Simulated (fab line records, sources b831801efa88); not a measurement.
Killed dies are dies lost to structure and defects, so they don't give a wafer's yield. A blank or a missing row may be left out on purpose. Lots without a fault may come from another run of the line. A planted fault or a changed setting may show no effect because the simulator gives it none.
fab line records | flow sky130 | part 1 of 2: steps 1 to 31 of 39
record lots=5 wafers=15 last_day=50
route steps=708 shown VIA3@597 METAL4@598 CAP2M@603
lots that met no fault: from a run of the same line without faults
start_h: hours from the record's first day to the start of the lot's first wafer shown | wait_h: hours since the lot's step before | " the same as in the row above | L1.1+2: a row that stands for several wafers | - no value, or no start given | * or withheld: withheld | < > ~ a bound
route shown NAME@n: a module of which the file shows steps, and the number in the route of the first | usual: mean/standard deviation of fault-free wafers | same: alike in all rows | chamber/n: place in a boat | sites: the reading at each site | _std_site: their standard deviation | _edge_site: outer sites' mean less inner sites' | radius_mm: how far each site lies from the wafer's centre | mask NAME#n: copy n | behind: the tool/chamber that last shaped the wafer | hold: why the lot was held/for how many hours/how that ended | device: the transistor (n, p or np) that didn't switch | end of line: the same wafers' tests at the end of the route | a step without rows: its recipe alone | killed: dies lost to structure and defects at the first sort, not the wafer's yield | map: a wafer's dies, x killed, . not, _ none there
set.NAME: the setting as run; set.NAME@STEP: as run at that earlier step | model.NAME: the simulator's own value behind a step, which no gauge read
lots at some steps of the route; a table a step, a row a wafer
services: from which hour (start_h, from the record's first day; less than 0 if before it) a tool's chamber was out of use, for how many hours, and why
## steps
# step SKY_VIA3_CMP_24
# recipe stop_on=SiO2 t_overpolish_s=20 down_force_psi=3.5 platen_rpm=60 target_thk_nm=0 pad_velocity_m_s=0.94248
# usual motor_current_A=10.7/1.6 overpolish_run_s=20.001/0.0099 time_to_endpoint_s=95/3.3
# columns lot.wafer tool chamber start_h wait_h motor_current_A overpolish_run_s time_to_endpoint_s
L074.3 cmp-01 2 927.51 0.1 7.8 19.998 98
L074.4 " 3 " " 11.3 20.003 96
L074.6 " 0 " " 13.0 20.006 96
L082.2 cmp-02 1 996.47 0.1 11.6 20.005 96
L082.4 " 2 " " 12.2 20.006 96
L082.5 " 3 " " 10.7 19.999 90
L087.2 cmp-02 3 1024.29 0.1 10.3 20.009 89
L087.4 " 1 " " 12.4 20.002 95
L087.6 " 2 " " 12.6 20.018 96
L093.2 cmp-01 0 1065.59 0.0 13.2 20.018 96
L093.1 " 2 " " 7.8 20.017 94
L093.6 " 0 " " 13.2 19.986 94
L095.3 cmp-01 3 1068.56 0.3 11.1 19.985 92
L095.2 " 2 " " 7.8 19.985 96
L095.6 " 3 " " 10.8 20.009 100
# step SKY_METAL4_SPUTTER_00
# recipe material=Ti target_thk_nm=15 power_w=3000 time_s=10 chamber_pressure_pa=0.4
# usual throttle_valve_pct=30.4/0.65
# columns lot.wafer tool chamber start_h wait_h throttle_valve_pct
L074.3 pvd_sputter-04 - 927.71 0.1 30.8
L074.4 " - " " 29.9
L074.6 " - " " 30.0
L082.2 pvd_sputter-01 - 996.67 0.1 30.6
L082.4 " - " " 30.4
L082.5 " - " " 31.8
L087.2 pvd_sputter-03 - 1024.54 0.2 30.5
L087.4 " - " " 31.3
L087.6 " - " " 30.8
L093.1 pvd_sputter-04 - 1065.89 0.1 29.7
L093.2 " - " " 29.8
L093.6 " - " " 29.8
L095.2 pvd_sputter-04 - 1068.86 0.1 30.9
L095.3 " - " " 30.1
L095.6 " - " " 29.9
# step SKY_METAL4_SPUTTER_01
# recipe material=TiN target_thk_nm=20 power_w=6500 time_s=16.7 chamber_pressure_pa=0.4
# usual throttle_valve_pct=30.4/0.69
# columns lot.wafer tool chamber start_h wait_h throttle_valve_pct
L074.3 pvd_sputter-04 - 927.73 0.0 31.1
L074.4 " - " " 30.0
L074.6 " - " " 29.9
L082.2 pvd_sputter-01 - 996.70 0.0 30.5
L082.4 " - " " 30.5
L082.5 " - " " 31.7
L087.2 pvd_sputter-03 - 1024.57 0.0 30.4
L087.4 " - " " 31.4
L087.6 " - " " 30.5
L093.1 pvd_sputter-04 - 1065.91 0.0 29.8
L093.2 " - " " 29.8
L093.6 " - " " 29.7
L095.2 pvd_sputter-04 - 1068.88 0.0 31.1
L095.3 " - " " 29.7
L095.6 " - " " 30.2
# step SKY_METAL4_SPUTTER_02
# recipe material=AlCu target_thk_nm=735 power_w=10600 time_s=39.1 chamber_pressure_pa=0.4
# usual throttle_valve_pct=30.4/0.69
# columns lot.wafer tool chamber start_h wait_h throttle_valve_pct
L074.3 pvd_sputter-04 - 927.76 0.0 31.3
L074.4 " - " " 29.8
L074.6 " - " " 29.6
L082.2 pvd_sputter-01 - 996.72 0.0 30.6
L082.4 " - " " 30.3
L082.5 " - " " 31.8
L087.2 pvd_sputter-03 - 1024.60 0.0 30.6
L087.4 " - " " 31.2
L087.6 " - " " 30.2
L093.1 pvd_sputter-04 - 1065.94 0.0 29.6
L093.2 " - " " 29.7
L093.6 " - " " 29.8
L095.2 pvd_sputter-04 - 1068.91 0.0 30.9
L095.3 " - " " 29.8
L095.6 " - " " 29.7
# step SKY_METAL4_SPUTTER_03
# recipe material=Ti target_thk_nm=5 power_w=3000 time_s=3.3 chamber_pressure_pa=0.4
# usual throttle_valve_pct=30.4/0.68
# columns lot.wafer tool chamber start_h wait_h throttle_valve_pct
L074.3 pvd_sputter-04 - 927.79 0.0 30.9
L074.4 " - " " 30.1
L074.6 " - " " 29.7
L082.2 pvd_sputter-01 - 996.76 0.0 30.5
L082.4 " - " " 30.4
L082.5 " - " " 31.7
L087.2 pvd_sputter-03 - 1024.64 0.0 30.3
L087.4 " - " " 31.3
L087.6 " - " " 30.5
L093.1 pvd_sputter-04 - 1065.98 0.0 30.2
L093.2 " - " " 29.9
L093.6 " - " " 30.0
L095.2 pvd_sputter-04 - 1068.95 0.0 30.9
L095.3 " - " " 29.6
L095.6 " - " " 29.5
# step SKY_METAL4_SPUTTER_04
# recipe material=TiN target_thk_nm=70 power_w=6500 time_s=58.3 chamber_pressure_pa=0.4
# usual throttle_valve_pct=30.4/0.67
# columns lot.wafer tool chamber start_h wait_h throttle_valve_pct
L074.3 pvd_sputter-04 - 927.81 0.0 30.9
L074.4 " - " " 29.9
L074.6 " - " " 29.9
L082.2 pvd_sputter-01 - 996.78 0.0 30.7
L082.4 " - " " 30.4
L082.5 " - " " 31.4
L087.2 pvd_sputter-03 - 1024.66 0.0 30.8
L087.4 " - " " 31.3
L087.6 " - " " 30.4
L093.1 pvd_sputter-04 - 1066.00 0.0 29.9
L093.2 " - " " 29.9
L093.6 " - " " 29.8
L095.2 pvd_sputter-04 - 1068.97 0.0 30.4
L095.3 " - " " 29.9
L095.6 " - " " 30.1
# step SKY_CAP2M_CVD_00
# recipe material=SiO2 target_thk_nm=15.5 temp_c=400 time_s=withheld rf_w=450
# usual heater_power_w=693/110
# columns lot.wafer tool chamber start_h wait_h heater_power_w
L074.3 pecvd-03 0 927.86 0.0 631
L074.4 " 2 " " 899
L074.6 " 1 " " 802
L082.2 pecvd-03 0 996.83 0.0 685
L082.4 " 1 " " 709
L082.5 " 2 " " 823
L087.2 pecvd-01 0 1024.72 0.0 683
L087.4 " 0 " " 686
L087.6 " 2 " " 816
L093.1 pecvd-03 2 1066.04 0.0 884
L093.2 " 0 " " 709
L093.6 " 0 " " 711
L095.2 pecvd-03 2 1069.01 0.0 877
L095.3 " 1 " " 782
L095.6 " 1 " " 761
# step SKY_CAP2M_THK_MEAS_01
# recipe reads=SiO2_of_CAP2M_CVD_00
# usual CAP2M_CVD_00_THK=15.52/0.2
# columns lot.wafer tool chamber start_h wait_h CAP2M_CVD_00_THK[nm]
L074.3 film_metro-02 - 927.90 - 15.19
L074.4 " - " " 15.47
L074.6 " - " " 15.35
L082.2 film_metro-03 - 996.86 - 15.11
L082.4 " - " " 15.56
L082.5 " - " " 15.54
L087.2 film_metro-02 - 1024.76 - 15.74
L087.4 " - " " 15.72
L087.6 " - " " 15.77
L093.1 film_metro-02 - 1066.07 - 15.72
L093.2 " - " " 15.64
L093.6 " - " " 15.60
L095.2 film_metro-02 - 1069.05 - 15.50
L095.3 " - " " 15.39
L095.6 " - " " 15.73
# step SKY_CAP2M_SPUTTER_02
# recipe material=TiN target_thk_nm=200 temp_c=300 power_w=6500 time_s=166.7 chamber_pressure_pa=0.4
# usual throttle_valve_pct=30.3/0.68
# columns lot.wafer tool chamber start_h wait_h throttle_valve_pct
L074.3 pvd_sputter-03 - 927.94 0.0 31.4
L074.4 " - " " 30.7
L074.6 " - " " 29.9
L082.2 pvd_sputter-04 - 996.91 0.0 29.9
L082.4 " - " " 29.8
L082.5 " - " " 31.0
L087.2 pvd_sputter-04 - 1024.81 0.0 29.7
L087.4 " - " " 31.0
L087.6 " - " " 30.6
L093.1 pvd_sputter-03 - 1066.13 0.1 29.7
L093.2 " - " " 31.4
L093.6 " - " " 31.3
L095.2 pvd_sputter-03 - 1069.10 0.0 31.3
L095.3 " - " " 30.4
L095.6 " - " " 29.9
# step SKY_CAP2M_RS_MEAS_03
# recipe thk_meas_gauge=four-point-probe reads=TiN_of_CAP2M_SPUTTER_02
# usual CAP2M_TIN_RS=6.93/0.069
# columns lot.wafer tool chamber start_h wait_h CAP2M_TIN_RS[ohm/sq]
L074.3 film_metro-03 - 928.09 0.1 6.92
L074.4 " - " " 6.89
L074.6 " - " " 6.85
L082.2 film_metro-02 - 997.04 0.1 6.96
L082.4 " - " " 6.88
L082.5 " - " " 6.91
L087.2 film_metro-03 - 1024.94 0.1 6.84
L087.4 " - " " 6.86
L087.6 " - " " 6.92
L093.1 film_metro-02 - 1066.24 0.1 7.01
L093.2 " - " " 6.96
L093.6 " - " " 7.02
L095.2 film_metro-01 - 1069.23 0.1 6.98
L095.3 " - " " 7.02
L095.6 " - " " 6.98
# step SKY_CAP2M_THK_MEAS_04
# recipe thk_meas_gauge=xrf reads=TiN_of_CAP2M_SPUTTER_02
# usual CAP2M_TIN_THK=201.3/2
# columns lot.wafer tool chamber start_h wait_h CAP2M_TIN_THK[nm]
L074.3 film_metro-03 - 928.19 0.1 201.0
L074.4 " - " " 202.2
L074.6 " - " " 203.2
L082.2 film_metro-02 - 997.15 0.1 200.1
L082.4 " - " " 203.4
L082.5 " - " " 200.4
L087.2 film_metro-03 - 1025.05 0.1 203.7
L087.4 " - " " 204.1
L087.6 " - " " 202.3
L093.1 film_metro-02 - 1066.36 0.1 200.2
L093.2 " - " " 200.3
L093.6 " - " " 199.2
L095.2 film_metro-01 - 1069.34 0.1 200.2
L095.3 " - " " 199.4
L095.6 " - " " 201.1
# step SKY_CAP2M_DEHYDRATE_05
# recipe temp_c=200 time_s=60
# columns lot.wafer tool chamber start_h wait_h
L074.3+4+6 litho_track-04 0 939.34 11.1
L082.2+4+5 litho_track-01 0 1008.52 11.4
L087.2+4+6 litho_track-02 0 1037.34 12.3
L093.1+2+6 litho_track-04 0 1075.49 9.1
L095.2+3+6 litho_track-02 0 1078.94 9.6
# step SKY_CAP2M_HMDS_06
# recipe prime_time_s=60 prime_temp_c=120
# columns lot.wafer tool chamber start_h wait_h
L074.3+4+6 litho_track-04 0 939.49 0.1
L082.2+4+5 litho_track-01 0 1008.67 0.1
L087.2+4+6 litho_track-02 0 1037.49 0.1
L093.1+2+6 litho_track-04 0 1075.64 0.1
L095.2+3+6 litho_track-02 0 1079.09 0.1
# step SKY_CAP2M_COAT_07
# recipe resist=NOVOLAK spin_rpm=3000 resist_thk_nm=1140
# columns lot.wafer tool chamber start_h wait_h
L074.3+4+6 litho_track-04 0 939.64 0.1
L082.2+4+5 litho_track-01 0 1008.82 0.1
L087.2+4+6 litho_track-02 0 1037.64 0.1
L093.1+2+6 litho_track-04 0 1075.79 0.1
L095.2+3+6 litho_track-02 0 1079.24 0.1
# step SKY_CAP2M_SOFTBAKE_08
# recipe temp_c=90 time_s=60 resist=NOVOLAK
# columns lot.wafer tool chamber start_h wait_h
L074.3+4+6 litho_track-04 0 939.79 0.1
L082.2+4+5 litho_track-01 0 1008.97 0.1
L087.2+4+6 litho_track-02 0 1037.79 0.1
L093.1+2+6 litho_track-04 0 1075.94 0.1
L095.2+3+6 litho_track-02 0 1079.39 0.1
# step SKY_CAP2M_EXPOSE_09
# recipe mask_id=CAP2M na=0.6 source_shape=conventional sigma_outer=0.6 polarization=unpolarized target_cd_nm=1000 dose_mj=159
# usual exposure_dose_mJ_cm2=159.00/0.16
# columns lot.wafer tool chamber start_h wait_h mask exposure_dose_mJ_cm2
L074.3 iline_stepper-02 0 - - CAP2M#0 158.77
L074.4 " 0 " " CAP2M#0 158.65
L074.6 " 0 " " CAP2M#0 159.12
L082.2 iline_stepper-02 0 - - CAP2M#0 159.22
L082.4 " 0 " " CAP2M#0 159.16
L082.5 " 0 " " CAP2M#0 158.84
L087.2 iline_stepper-02 0 - - CAP2M#0 158.99
L087.4 " 0 " " CAP2M#0 159.10
L087.6 " 0 " " CAP2M#0 159.11
L093.1 iline_stepper-01 0 - - CAP2M#0 159.23
L093.2 " 0 " " CAP2M#0 159.31
L093.6 " 0 " " CAP2M#0 159.34
L095.2 iline_stepper-01 0 - - CAP2M#0 159.19
L095.3 " 0 " " CAP2M#0 159.18
L095.6 " 0 " " CAP2M#0 159.02
# step SKY_CAP2M_PEB_10
# recipe temp_c=withheld time_s=* resist=NOVOLAK
# columns lot.wafer tool chamber start_h wait_h
L074.3+4+6 litho_track-01 0 - -
L082.2+4+5 litho_track-01 0 - -
L087.2+4+6 litho_track-02 0 - -
L093.1+2+6 litho_track-02 0 - -
L095.2+3+6 litho_track-02 0 - -
# step SKY_CAP2M_DEVELOP_11
# recipe resist=NOVOLAK developer=TMAH develop_time_s=60 dev_temp_c=23
# columns lot.wafer tool chamber start_h wait_h
L074.3+4+6 litho_track-01 0 952.04 0.1
L082.2+4+5 litho_track-01 0 1019.07 0.1
L087.2+4+6 litho_track-02 0 1047.14 0.1
L093.1+2+6 litho_track-02 0 1086.71 0.1
L095.2+3+6 litho_track-02 0 1089.34 0.1
# step SKY_CAP2M_OVL_MEAS_12
# usual CAP2M_OVL=0.5/1.5
# columns lot.wafer tool chamber start_h wait_h CAP2M_OVL[nm]
L074.3 overlay-02 - 952.15 0.1 -0.9
L074.4 " - " " 0.4
L074.6 " - " " -1.2
L082.2 overlay-01 - 1019.20 0.1 2.0
L082.4 " - " " 0.3
L082.5 " - " " 1.3
L087.2 overlay-02 - 1047.27 0.1 2.6
L087.4 " - " " 0.7
L087.6 " - " " -0.5
L093.1 overlay-01 - 1086.86 0.1 1.9
L093.2 " - " " -0.1
L093.6 " - " " 0.8
L095.2 overlay-01 - 1089.47 0.1 1.0
L095.3 " - " " 3.0
L095.6 " - " " 0.7
# step SKY_CAP2M_METAL_ETCH_13
# recipe target_depth_nm=220 stop_on=SiO2 chemistry=Cl2/BCl3 target=TiN pressure_mtorr=10 icp_w=900 bias_w=48.5 Cl2_flow_sccm=60 bcl3_flow_sccm=30 time_s=62.9
# usual drypump_motor_current_A=5.9/0.45 mfc_cl2_sccm=59.97/0.17 oes_product_au=0.940/0.0074 throttle_valve_pct=21.902/0.0095
# columns lot.wafer tool chamber start_h wait_h drypump_motor_current_A mfc_cl2_sccm oes_product_au rf_hours_counter_h throttle_valve_pct
L074.3 rie_metal-04 1 952.20 0.0 6.5 59.92 0.940 - 21.899
L074.4 " 0 " " 5.7 59.73 0.944 - 21.889
L074.6 " 0 " " 5.7 59.68 0.940 - 21.897
L082.2 rie_metal-02 1 1019.23 0.0 5.4 60.35 0.936 16 21.897
L082.4 " 1 " " 5.3 60.02 0.941 - 21.891
L082.5 " 1 " " 5.4 60.14 0.935 - 21.912
L087.2 rie_metal-04 1 1047.30 0.0 6.5 60.15 0.952 13 21.896
L087.4 " 1 " " 6.5 60.35 0.948 - 21.903
L087.6 " 1 " " 6.5 60.21 0.945 - 21.897
L093.1 rie_metal-01 1 1086.90 0.0 5.1 60.04 0.934 17 21.890
L093.2 " 0 " " 5.9 60.21 0.937 18 21.898
L093.6 " 0 " " 5.9 59.98 0.938 - 21.895
L095.2 rie_metal-04 1 1089.50 0.0 6.5 59.65 0.941 15 21.913
L095.3 " 0 " " 5.7 59.89 0.930 - 21.916
L095.6 " 0 " " 5.7 59.80 0.938 - 21.894
# step SKY_CAP2M_STRIP_14
# recipe chemistry=O2/N2 power_w=1400 pressure_mtorr=1500 platen_temp_c=withheld o2_flow_sccm=3000 n2_flow_sccm=300 overash_fraction=0.5
# usual drypump_motor_current_A=5.7/0.34 oes_product_au=0.710/0.0041 strip_time_to_endpoint_s=12.67/0.041
# columns lot.wafer tool chamber start_h wait_h drypump_motor_current_A oes_product_au rf_hours_counter_h strip_time_to_endpoint_s
L074.3 plasma_asher-01 0 952.29 0.1 5.3 0.711 - 12.70
L074.4 " 1 " " 5.9 0.711 - 12.64
L074.6 " 1 " " 5.9 0.715 - 12.62
L082.2 plasma_asher-03 0 1019.30 0.1 4.8 0.717 119 12.64
L082.4 " 0 " " 4.9 0.716 - 12.68
L082.5 " 1 " " 6.1 0.712 - 12.70
L087.2 plasma_asher-02 0 1047.38 0.1 5.8 0.711 60 12.75
L087.4 " 0 " " 5.8 0.708 - 12.69
L087.6 " 0 " " 5.8 0.709 - 12.75
L093.1 plasma_asher-01 0 1086.98 0.1 5.3 0.715 35 12.66
L093.2 " 1 " " 5.9 0.714 35 12.68
L093.6 " 1 " " 6.0 0.711 - 12.68
L095.2 plasma_asher-02 0 1089.58 0.1 5.8 0.710 64 12.63
L095.3 " 1 " " 5.9 0.706 - 12.59
L095.6 " 1 " " 5.9 0.713 - 12.59
# step SKY_CAP2M_STRIP_15
# recipe chemistry=post_etch_residue_remover time_s=1200 temp_c=72.5
# columns lot.wafer tool chamber start_h wait_h
L074.3+4+6 wet_bench-03 2 952.35 0.0
L082.2+4+5 wet_bench-02 3 1019.40 0.1
L087.2+4+6 wet_bench-01 3 1047.51 0.1
L093.1+2+6 wet_bench-02 3 1087.08 0.1
L095.2+3+6 wet_bench-02 0 1089.74 0.1
# step SKY_CAP2M_CLEAN_16
# recipe chemistry=IPA time_s=180 temp_c=25
# columns lot.wafer tool chamber start_h wait_h
L074.3+4+6 wet_bench-03 3 952.73 0.0
L082.2+4+5 wet_bench-02 3 1019.80 0.1
L087.2+4+6 wet_bench-02 1 1047.85 0.0
L093.1+2+6 wet_bench-01 3 1087.42 0.0
L095.2+3+6 wet_bench-01 0 1090.08 0.0
# step SKY_CAP2M_CLEAN_17
# recipe chemistry=O3/DIW dry=n2_spin
# columns lot.wafer tool chamber start_h wait_h
L074.3+4+6 wet_bench-03 0 952.79 0.0
L082.2+4+5 wet_bench-03 1 1019.93 0.1
L087.2+4+6 wet_bench-02 2 1047.91 0.0
L093.1+2+6 wet_bench-01 2 1087.49 0.0
L095.2+3+6 wet_bench-02 1 1090.14 0.0
# step SKY_METAL4_DEHYDRATE_05
# recipe temp_c=200 time_s=60
# columns lot.wafer tool chamber start_h wait_h
L074.3+4+6 litho_track-03 0 963.28 10.4
L082.2+4+5 litho_track-02 0 1030.79 10.8
L087.2+4+6 litho_track-01 0 1059.22 11.2
L093.1+2+6 litho_track-03 0 1096.13 8.5
L095.2+3+6 litho_track-02 0 1099.24 9.0
# step SKY_METAL4_HMDS_06
# recipe prime_time_s=60 prime_temp_c=120
# columns lot.wafer tool chamber start_h wait_h
L074.3+4+6 litho_track-03 0 963.43 0.1
L082.2+4+5 litho_track-02 0 1030.94 0.1
L087.2+4+6 litho_track-01 0 1059.37 0.1
L093.1+2+6 litho_track-03 0 1096.28 0.1
L095.2+3+6 litho_track-02 0 1099.39 0.1
# step SKY_METAL4_COAT_07
# recipe resist=BARC temp_c=withheld time_s=withheld spin_rpm=3000 resist_thk_nm=60
# columns lot.wafer tool chamber start_h wait_h
L074.3+4+6 litho_track-03 0 963.58 0.1
L082.2+4+5 litho_track-02 0 1031.09 0.1
L087.2+4+6 litho_track-01 0 1059.52 0.1
L093.1+2+6 litho_track-03 0 1096.43 0.1
L095.2+3+6 litho_track-02 0 1099.54 0.1
# step SKY_METAL4_COAT_08
# recipe resist=KrF-thick spin_rpm=3000 resist_thk_nm=1140
# columns lot.wafer tool chamber start_h wait_h
L074.3+4+6 litho_track-03 0 - -
L082.2+4+5 litho_track-02 0 - -
L087.2+4+6 litho_track-01 0 - -
L093.1+2+6 litho_track-03 0 - -
L095.2+3+6 litho_track-02 0 - -
# step SKY_METAL4_SOFTBAKE_09
# recipe temp_c=100 time_s=90 resist=KrF-thick
# columns lot.wafer tool chamber start_h wait_h
L074.3+4+6 litho_track-03 0 - -
L082.2+4+5 litho_track-02 0 - -
L087.2+4+6 litho_track-01 0 - -
L093.1+2+6 litho_track-03 0 - -
L095.2+3+6 litho_track-02 0 - -
# step SKY_METAL4_EXPOSE_10
# recipe mask_id=MM4 na=0.68 source_shape=annular sigma_inner=0.4 sigma_outer=0.8 target_cd_nm=300 dose_mj=28
# usual exposure_dose_mJ_cm2=27.96/0.034
# columns lot.wafer tool chamber start_h wait_h mask exposure_dose_mJ_cm2
L074.3 krf_scanner-01 0 - - MM4#0 28.01
L074.4 " 0 " " MM4#0 27.98
L074.6 " 0 " " MM4#0 28.01
L082.2 krf_scanner-02 0 - - MM4#0 28.01
L082.4 " 0 " " MM4#0 27.97
L082.5 " 0 " " MM4#0 27.95
L087.2 krf_scanner-02 0 - - MM4#0 27.96
L087.4 " 0 " " MM4#0 27.97
L087.6 " 0 " " MM4#0 27.98
L093.1 krf_scanner-01 0 - - MM4#0 27.92
L093.2 " 0 " " MM4#0 27.89
L093.6 " 0 " " MM4#0 27.93
L095.2 krf_scanner-02 0 - - MM4#0 28.02
L095.3 " 0 " " MM4#0 27.95
L095.6 " 0 " " MM4#0 27.95
# step SKY_METAL4_PEB_11
# recipe peb_temp_c=withheld peb_time_s=withheld resist=KrF-thick
# columns lot.wafer tool chamber start_h wait_h
L074.3+4+6 litho_track-02 0 - -
L082.2+4+5 litho_track-02 0 - -
L087.2+4+6 litho_track-01 0 - -
L093.1+2+6 litho_track-03 0 - -
L095.2+3+6 litho_track-01 0 - -
